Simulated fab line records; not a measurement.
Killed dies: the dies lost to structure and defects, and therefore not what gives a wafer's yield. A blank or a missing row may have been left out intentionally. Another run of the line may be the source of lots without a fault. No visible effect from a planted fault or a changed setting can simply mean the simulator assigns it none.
Problem report in the 8D (eight disciplines) form, filled by code | flow gf180mcu | the parts of the form that need people (team, actions taken, sign-off) are left out

## 1. THE PROBLEM
cathode dc power W at GF_M3_SPUTTER_00 reads a mean of 3096.3 W on 6 wafers of 2 lots; wafers without a fault read 4000.1 W with a standard deviation of 0.72. That is -99 or more standard deviations from the usual mean.
The step: material Ti, target thk 37.5 nm, time 150 s.
First observed at day 25 06:50: wafer L975.4, on pvd sputter-03. The record holds 18 wafers of 6 lots with a number at this step. Rule for "out" (also "out of limits"): further than 4 standard deviations from the usual mean. Any other wafer with a number is counted as sound.

## 2. WHAT IT IS AND WHAT IT IS NOT
question                    | is                     | is not
which readings at this step | cathode dc power W     | throttle valve pct
which lots                  | L975, L980             | L965, L969, L981, L982
which wafers of those lots  | all that have a number | -
read on which tools         | pvd sputter-03         | pvd sputter-01, pvd sputter-02
when                        | from day 25 06:50      | up to then (6 sound wafers); but 6 sound wafers of L981, L982 came after

## 3. THE SUSPECTS, EACH WITH WHAT RULES IT OUT
Counting: a tool stays on the suspect list if, at a process step up to the reading, it processed all lots that are out and no sound lot following the first of them.
- plasma asher-03 at GF_V2_STRIP_18 (strips in O2/N2): ruled out as a lasting fault. Sound lots L982 ran on it after its first lot that is out, L975 (day 25 05:38).
- pvd sputter-01 at GF_V2_SPUTTER_21 (material Ti, target thk 15 nm, time 80.02 s): ruled out as a lasting fault. Sound lots L982 ran on it after its first lot that is out, L975 (day 25 06:08).
- pvd sputter-01 at GF_V2_SPUTTER_22 (material TiN, target thk 10 nm, time 40 s): ruled out as a lasting fault. Sound lots L982 ran on it after its first lot that is out, L975 (day 25 06:12).
- cmp-02 at GF_V2_CMP_26 (polishes, stops on SiO2, t overpolish 15 s, target thk 0 nm): ruled out as a lasting fault. Sound lots L981 ran on it after its first lot that is out, L975 (day 25 06:41).
- pvd sputter-03 at GF_M3_SPUTTER_00 (material Ti, target thk 37.5 nm, time 150 s): kept. All lots that are out passed through it, beginning with L975 at day 25 06:50, and no sound lot followed; its final sound lot before that point was L965 at day 21 22:20. Its own readings are out on those wafers: cathode dc power W.
After counting, what remains is pvd sputter-03 at GF_M3_SPUTTER_00.

## 4. THE CAUSE (what the simulator had put in)
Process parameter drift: pvd sputter-03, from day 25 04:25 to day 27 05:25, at GF_M3_SPUTTER_00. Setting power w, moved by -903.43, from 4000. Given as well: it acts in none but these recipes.
This tool alone remained once counting was done.

## 5. SEQUENCE OF EFFECTS, ordered by route
Rows list readings where the struck wafers' mean (over those with a number) sits beyond 3 standard deviations from the usual. Only readings for which the record gives a usual standard deviation are gone through. hours: the time from each lot's start at the first step in this table that gives one to its start at this step, as a median over the lots. sigmas: the change in usual standard deviations.
hours | step             | reading            | usual    | on struck wafers | change | sigmas
0     | GF_M3_SPUTTER_00 | cathode dc power W | 4000.1 W | 3096.3           | -903.8 | -99 or more
Its process steps:
- GF_M3_SPUTTER_00: material Ti, target thk 37.5 nm, time 150 s.

## 6. WHAT WOULD HAVE CAUGHT IT SOONER
First out-of-limits reading in this record: day 25 06:50, which is 2 hours after fault onset at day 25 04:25.
